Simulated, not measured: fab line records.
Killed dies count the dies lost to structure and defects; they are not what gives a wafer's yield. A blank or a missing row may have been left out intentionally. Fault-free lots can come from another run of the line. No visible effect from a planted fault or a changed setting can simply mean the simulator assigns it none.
fab line records	flow sky130
record lots=6	wafers=18	last-day=49
route steps=708 shown POLY_GATE@235 LDD_N@237 PAD_OPEN@708
lots that met no fault: from a run of the same line without faults
start-h: start of the lot's first displayed wafer, in hours after the record's first day	wait-h: time in hours since the lot's previous step	" same as the row above	L1.1+2: one row covering several wafers at once	- no value, or no start was given	* or withheld: withheld	< > ~ a bound
route shown NAME@n: names a module that has steps shown in the file, with the first one's number in the route	usual: mean/standard deviation taken from wafers without a fault	same: alike in all rows	chamber/n: place in a boat	sites: the reading at each site	_std_site: standard deviation across them	_edge_site: mean of outer sites minus mean of inner sites	radius-mm: how far each site lies from the wafer's centre	mask NAME#n: copy n	behind: the last tool/chamber to shape the wafer	hold: the reason the lot was held/the length of the hold in hours/how it ended	device: transistor that didn't switch, given as n, p or np	end of line: the tests these same wafers got at the end of their route	a step without rows: its recipe alone	killed: dies that structure and defects cost at the first sort, which is not the same as the wafer's yield	map: dies across one wafer; x = killed, . = not, _ = none there
set.NAME: the setting that was run; set.NAME@STEP: the one run at that earlier step	model.NAME: the simulator's own value behind a step, which no gauge read
lots at selected steps of the route; one table per step, one row per wafer
services: when a tool's chamber went out of use (start-h, in hours from the record's first day, below 0 if earlier), for how many hours, and the reason
## steps
# step SKY_POLY_GATE_THK_MEAS_21
# recipe reads=SiO2_of_POLY_GATE_OXIDATION_20
# usual POLY_GATE_OXIDATION_THK=3.95/0.078
lot.wafer	tool	chamber	start-h	wait-h	POLY_GATE_OXIDATION_THK[nm]
L163.1	film-metro-03	-	403.88	0.0	4.05
L163.3	"	-	"	"	3.96
L163.5	"	-	"	"	3.80
L168.1	film-metro-01	-	438.45	0.0	3.93
L168.4	"	-	"	"	3.99
L168.6	"	-	"	"	3.91
L176.3	film-metro-02	-	508.80	0.0	3.93
L176.5	"	-	"	"	3.99
L176.6	"	-	"	"	4.01
L177.1	film-metro-02	-	521.27	0.0	4.04
L177.3	"	-	"	"	4.01
L177.5	"	-	"	"	3.95
L178.1	film-metro-02	-	529.72	0.0	4.09
L178.3	"	-	"	"	4.04
L178.5	"	-	"	"	3.96
L180.2	film-metro-03	-	549.31	0.0	3.94
L180.5	"	-	"	"	3.98
L180.6	"	-	"	"	3.93
# step SKY_POLY_GATE_CD_MEAS_22
# usual cd-nm=150.3/2.2
lot.wafer	tool	chamber	start-h	wait-h	cd-nm
L163.1	cd-sem-02	-	403.94	0.1	149.4
L163.3	"	-	"	"	151.0
L163.5	"	-	"	"	147.1
L168.1	cd-sem-02	-	438.51	0.1	145.7
L168.4	"	-	"	"	147.4
L168.6	"	-	"	"	146.7
L176.3	cd-sem-01	-	508.90	0.1	153.1
L176.5	"	-	"	"	152.2
L176.6	"	-	"	"	150.3
L177.1	cd-sem-01	-	521.33	0.1	150.8
L177.3	"	-	"	"	148.3
L177.5	"	-	"	"	150.5
L178.1	cd-sem-01	-	529.78	0.1	151.5
L178.3	"	-	"	"	149.8
L178.5	"	-	"	"	151.9
L180.2	cd-sem-02	-	549.39	0.1	147.5
L180.5	"	-	"	"	146.5
L180.6	"	-	"	"	148.2
# step SKY_LDD_N_DEHYDRATE_00
# recipe temp-c=200	time-s=60
# step SKY_LDD_N_HMDS_01
# recipe prime-time-s=60	prime-temp-c=120
# step SKY_LDD_N_COAT_02
# recipe resist=NOVOLAK	spin-rpm=3000	resist-thk-nm=300
# step SKY_LDD_N_SOFTBAKE_03
# recipe temp-c=90	time-s=60	resist=NOVOLAK
# step SKY_LDD_N_EXPOSE_04
# recipe mask-id=NTM	target-cd-nm=840	na=0.6	source-shape=conventional	sigma-outer=0.6	dose-mj=110
# step SKY_LDD_N_PEB_05
# recipe temp-c=withheld	time-s=*	resist=NOVOLAK
# step SKY_LDD_N_DEVELOP_06
# recipe develop-time-s=60	dev-temp-c=23
# step SKY_LDD_N_OVL_MEAS_07
# usual LDD_N_OVL=-0.4/1.4
lot.wafer	tool	chamber	start-h	wait-h	LDD_N_OVL[nm]
L163.1	overlay-02	-	434.60	0.1	0.1
L163.3	"	-	"	"	3.1
L163.5	"	-	"	"	2.3
L168.1	overlay-01	-	469.79	0.1	1.1
L168.4	"	-	"	"	-1.4
L168.6	"	-	"	"	0.5
L176.3	overlay-01	-	539.19	0.1	0.2
L176.5	"	-	"	"	0.5
L176.6	"	-	"	"	0.3
L177.1	overlay-01	-	551.94	0.1	-0.8
L177.3	"	-	"	"	-0.5
L177.5	"	-	"	"	1.1
L178.1	overlay-02	-	559.55	0.1	-0.3
L178.3	"	-	"	"	-0.3
L178.5	"	-	"	"	-0.1
L180.2	overlay-01	-	578.64	0.1	-1.5
L180.5	"	-	"	"	-0.5
L180.6	"	-	"	"	0.6
# step SKY_LDD_N_IMPLANT_08
# recipe species=As	energy-kev=20	dose-cm2=7.5e+13	tilt-deg=withheld	rotation-deg=23
# step SKY_LDD_N_IMPLANT_09
# recipe species=As	energy-kev=20	dose-cm2=7.5e+13	tilt-deg=withheld	rotation-deg=113
# step SKY_LDD_N_IMPLANT_10
# recipe species=As	energy-kev=20	dose-cm2=7.5e+13	tilt-deg=withheld	rotation-deg=203
# usual dose-ions-cm2=7.501e+13/8e+10	faraday-current-uA=421/8.5
lot.wafer	tool	chamber	start-h	wait-h	dose-ions-cm2	faraday-current-uA
L163.1	implanter-02	0	434.94	0.1	7.499e+13	416
L163.3	"	0	"	"	7.501e+13	422
L163.5	"	0	"	"	7.492e+13	404
L168.1	implanter-03	0	470.12	0.1	7.492e+13	411
L168.4	"	0	"	"	7.501e+13	413
L168.6	"	0	"	"	7.483e+13	430
L176.3	implanter-02	0	539.57	0.1	6.39e+13	366
L176.5	"	0	"	"	6.389e+13	349
L176.6	"	0	"	"	6.379e+13	356
L177.1	implanter-02	0	552.27	0.1	6.396e+13	359
L177.3	"	0	"	"	6.399e+13	364
L177.5	"	0	"	"	6.395e+13	370
L178.1	implanter-03	0	559.88	0.1	7.49e+13	421
L178.3	"	0	"	"	7.496e+13	405
L178.5	"	0	"	"	7.494e+13	418
L180.2	implanter-03	0	579.00	0.1	7.503e+13	426
L180.5	"	0	"	"	7.507e+13	422
L180.6	"	0	"	"	7.504e+13	405
# step SKY_LDD_N_IMPLANT_11
# recipe species=As	energy-kev=20	dose-cm2=7.5e+13	tilt-deg=withheld	rotation-deg=293
# step SKY_PAD_OPEN_PROBE_99
# usual killed_at_M0_to_M3=43/7	killed_at_M4_up=3.1/2	killed-at-contacts=24/5.3	killed-at-front-end=15/4.2	killed-at-other=0.4/0.66	killed-dies=86/9.5	killed-open=47/7.4	killed-short=38/6.2
# same gross-dies=492	killed-at-back-side=0
lot.wafer	tool	chamber	start-h	wait-h	killed_at_M0_to_M3	killed_at_M4_up	killed-at-contacts	killed-at-front-end	killed-at-other	killed-dies	killed-open	killed-short	model.etest.tip-n.rs-ohm-sq
L163.1	prober-02	-	1097.15	0.1	45	3	24	9	0	81	42	39	443.4
L163.3	prober-02	-	1097.25	0.2	42	3	27	14	0	86	52	32	440.4
L163.5	prober-02	-	1097.35	0.2	51	0	25	11	2	89	49	36	441.6
L168.1	prober-01	-	1123.44	0.1	25	5	32	17	1	80	53	27	440.1
L168.4	prober-01	-	1123.59	0.2	41	3	22	21	1	88	54	34	441.5
L168.6	prober-01	-	1123.69	0.2	36	2	23	20	0	81	41	40	438.9
L176.3	prober-02	-	1162.13	0.2	44	1	24	20	0	89	47	42	450.6
L176.5	prober-02	-	1162.23	0.2	42	0	36	15	1	94	49	44	453.3
L176.6	prober-02	-	1162.28	0.2	46	1	29	18	1	95	54	40	453.3
L177.1	prober-01	-	1172.35	0.1	36	3	26	20	0	85	53	32	445.4
L177.3	prober-01	-	1172.45	0.2	53	1	22	15	0	91	45	46	448.9
L177.5	prober-01	-	1172.55	0.2	49	2	21	16	0	88	49	39	450.6
L178.1	prober-02	-	1177.35	0.1	44	2	21	17	1	85	53	31	444.4
L178.3	prober-02	-	1177.45	0.2	42	1	15	13	2	73	35	38	443.8
L178.5	prober-02	-	1177.55	0.2	35	5	18	22	0	80	43	36	443.4
L180.2	prober-02	-	1185.07	0.1	41	2	23	28	0	94	53	41	436.1
L180.5	prober-02	-	1185.22	0.2	36	1	25	18	2	82	48	32	438.2
L180.6	prober-02	-	1185.27	0.2	42	1	39	13	0	95	48	47	438.4
# killed by level:class
L163.1 CONTACT:geometric-particle:open=11 VIA1:geometric-particle:open=11 VIA1:geometric-particle:short=8 CONTACT:geometric-particle:short=5 VIA3:geometric-particle:short=5 METAL2:geometric-particle:short=5 LI_CONTACT:geometric-particle:open=4 VIA3:geometric-particle:open=4
L163.3 VIA1:geometric-particle:open=14 LI_CONTACT:geometric-particle:open=11 VIA3:geometric-particle:open=8 CONTACT:geometric-particle:open=7 METAL1:geometric-particle:short=5 FIELD_ISO:geometric-particle:open=4 CONTACT:geometric-particle:short=4 VIA1:geometric-particle:short=4
L163.5 CONTACT:geometric-particle:open=12 VIA1:geometric-particle:open=10 METAL2:geometric-particle:short=9 LI_CONTACT:geometric-particle:open=7 VIA3:geometric-particle:open=7 METAL1:geometric-particle:short=5 VIA1:geometric-particle:short=5 VIA2:geometric-particle:open=5
L168.1 CONTACT:geometric-particle:open=13 VIA1:geometric-particle:open=8 LI_CONTACT:geometric-particle:open=7 FIELD_ISO:geometric-particle:short=6 VIA2:geometric-particle:open=6 LOCAL_INTERCONNECT:geometric-particle:short=5 CONTACT:geometric-particle:short=5 POLY_GATE:geometric-particle:open=4
L168.4 CONTACT:geometric-particle:open=10 VIA1:geometric-particle:open=9 VIA3:geometric-particle:open=8 FIELD_ISO:geometric-particle:short=5 VIA2:geometric-particle:open=5 FIELD_ISO:geometric-particle:open=4 SPACER:geometric-particle:open=4 LI_CONTACT:geometric-particle:open=4
L168.6 VIA1:geometric-particle:open=8 FIELD_ISO:geometric-particle:short=7 LOCAL_INTERCONNECT:geometric-particle:short=6 CONTACT:geometric-particle:open=6 VIA3:geometric-particle:open=6 CONTACT:geometric-particle:short=5 LI_CONTACT:geometric-particle:open=5 VIA2:geometric-particle:open=5
L176.3 VIA2:geometric-particle:open=9 FIELD_ISO:geometric-particle:open=7 CONTACT:geometric-particle:open=7 METAL1:geometric-particle:short=7 VIA1:geometric-particle:open=6 POLY_GATE:geometric-particle:open=6 VIA1:geometric-particle:short=6 LI_CONTACT:geometric-particle:open=5
L176.5 CONTACT:geometric-particle:open=10 VIA2:geometric-particle:open=10 LI_CONTACT:geometric-particle:open=9 CONTACT:geometric-particle:short=8 VIA3:geometric-particle:open=5 FIELD_ISO:geometric-particle:open=5 LOCAL_INTERCONNECT:geometric-particle:short=5 VIA1:geometric-particle:open=5
L176.6 VIA1:geometric-particle:open=15 CONTACT:geometric-particle:open=9 FIELD_ISO:geometric-particle:short=8 LI_CONTACT:geometric-particle:open=8 FIELD_ISO:geometric-particle:open=6 LOCAL_INTERCONNECT:geometric-particle:short=5 METAL2:geometric-particle:short=5 VIA3:geometric-particle:open=5
L177.1 VIA1:geometric-particle:open=16 LI_CONTACT:geometric-particle:open=12 FIELD_ISO:geometric-particle:open=7 CONTACT:geometric-particle:open=7 LOCAL_INTERCONNECT:geometric-particle:short=5 VIA1:geometric-particle:short=5 FIELD_ISO:geometric-particle:short=3 POLY_GATE:geometric-particle:short=3
L177.3 VIA1:geometric-particle:open=10 VIA2:geometric-particle:open=9 METAL3:geometric-particle:short=8 LI_CONTACT:geometric-particle:open=7 CONTACT:geometric-particle:short=7 METAL1:geometric-particle:short=7 VIA3:geometric-particle:short=5 VIA3:geometric-particle:open=5
L177.5 VIA1:geometric-particle:open=15 FIELD_ISO:geometric-particle:open=8 LI_CONTACT:geometric-particle:open=8 CONTACT:geometric-particle:open=8 METAL1:geometric-particle:short=7 VIA1:geometric-particle:short=6 METAL2:geometric-particle:short=6 VIA2:geometric-particle:open=6
L178.1 VIA1:geometric-particle:open=11 LI_CONTACT:geometric-particle:open=9 VIA3:geometric-particle:open=8 CONTACT:geometric-particle:open=6 VIA2:geometric-particle:open=6 POLY_GATE:geometric-particle:short=4 POLY_GATE:geometric-particle:open=4 METAL1:geometric-particle:short=4
L178.3 VIA1:geometric-particle:open=9 VIA1:geometric-particle:short=6 VIA2:geometric-particle:open=6 CONTACT:geometric-particle:open=5 METAL2:geometric-particle:short=5 VIA3:geometric-particle:open=5 FIELD_ISO:geometric-particle:open=4 POLY_GATE:geometric-particle:short=4
L178.5 LI_CONTACT:geometric-particle:open=8 POLY_GATE:geometric-particle:open=7 VIA1:geometric-particle:open=7 VIA3:geometric-particle:open=5 FIELD_ISO:geometric-particle:open=4 POLY_GATE:geometric-particle:short=4 METAL1:geometric-particle:short=4 METAL2:geometric-particle:short=4
L180.2 VIA3:geometric-particle:open=11 FIELD_ISO:geometric-particle:open=8 LI_CONTACT:geometric-particle:open=7 POLY_GATE:geometric-particle:open=7 METAL2:geometric-particle:short=7 METAL1:geometric-particle:short=7 CONTACT:geometric-particle:short=6 VIA1:geometric-particle:open=5
L180.5 CONTACT:geometric-particle:open=13 VIA1:geometric-particle:open=9 FIELD_ISO:geometric-particle:open=6 METAL1:geometric-particle:short=6 POLY_GATE:geometric-particle:short=5 LI_CONTACT:geometric-particle:open=5 VIA3:geometric-particle:open=5 CONTACT:geometric-particle:short=4
L180.6 CONTACT:geometric-particle:open=11 LOCAL_INTERCONNECT:geometric-particle:short=10 VIA3:geometric-particle:open=10 VIA1:geometric-particle:open=9 LI_CONTACT:geometric-particle:open=6 CONTACT:geometric-particle:short=6 LI_CONTACT:geometric-particle:short=5 METAL2:geometric-particle:short=5
## services
tool	chamber	start-h	hours	kind
implanter-03	-	459.02	6.3	repair
implanter-03	-	488.87	6.2	repair
implanter-03	-	532.85	2.6	repair
implanter-02	-	533.45	1.0	repair
## key
first-sign step=SKY_LDD_N_IMPLANT_10	reading=dose-ions-cm2	direction=down	sigmas=99+	usual=*	struck=*
effect step=SKY_LDD_N_IMPLANT_10	reading=faraday-current-uA	direction=down	sigmas=7.1	usual=421	struck=360
model-effect step=SKY_PAD_OPEN_PROBE_99	value=etest.tip-n.rs-ohm-sq	without=440.3	struck=450.4
met-at SKY_LDD_N_IMPLANT_10
struck-wafers L176.3,L176.5,L176.6,L177.1,L177.3,L177.5
tester-left-out L176,L177
onset-between 434.94 539.57
fault kind=process-parameter-drift	tool=implanter-02	chamber=-	onset-h=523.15	steps=SKY_LDD_N_IMPLANT_10	channel=dose-cm2	offset=*	shape=step	end-h=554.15	acts-in=*	stated=*
# tester-left-out: of these lots the tester's yield and bins aren't shown, on N5 and GAA mostly nor the transistor test; their killed dies are dies lost to structure and defects alone, not to doping, threshold or leakage, so they don't give the yield
